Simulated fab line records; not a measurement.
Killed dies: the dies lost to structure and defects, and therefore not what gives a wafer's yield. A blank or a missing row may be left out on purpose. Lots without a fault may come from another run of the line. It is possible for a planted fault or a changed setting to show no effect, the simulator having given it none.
Chamber matching ; flow sfqLine ; SFQ_TRILAYER_I6_CMP_CMP_166 on cmp-02 has 4 sister chambers
The step polishes SiO2. 4 wafers are shown with their chamber, then 10 later ones without.

## WAFERS, EACH WITH ITS CHAMBER
wafer;chamber;motorCurrentA (A)
L198.3;0;9.8
L202.1;3;8.3
L203.1;2;10.7
L203.2;1;9.2

## WAFERS WITHOUT THEIR CHAMBER
wafer;motorCurrentA (A)
L203.3;10.4
L205.3;10.6
L205.1;10.3
L205.2;9.7
L206.2;9.8
L206.5;10.4
L206.6;8.1
L207.3;10.6
L207.5;9.9
L207.6;8.4

## WHICH CHAMBER EACH WENT THROUGH
wafer;from the rows above;in truth
L203.3;can't be placed: 2 or 0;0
L205.3;2;2
L205.1;can't be placed: 2 or 0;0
L205.2;can't be placed: 0 or 1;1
L206.2;0;0
L206.5;can't be placed: 2 or 0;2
L206.6;3;3
L207.3;2;2
L207.5;0;0
L207.6;3;3
Placed correctly: 6 of 10. Cannot be placed on the basis of these rows: 4; the candidates contain the true chamber in 4. 0 placed wrongly.
How it was worked out, from the rows above alone: a wafer's distance from a chamber is the root of the sum, over the readings, of the square of ((its reading less the chamber's mean) divided by the reading's scatter). The wafer belongs to the nearest chamber; if the next one is less than 2 further off, it can't be placed. Each chamber's mean is taken over the wafers shown for it. The scatter: with one shown wafer a chamber, the root of the mean of the squares of how far each hidden wafer lies from its nearest shown one.
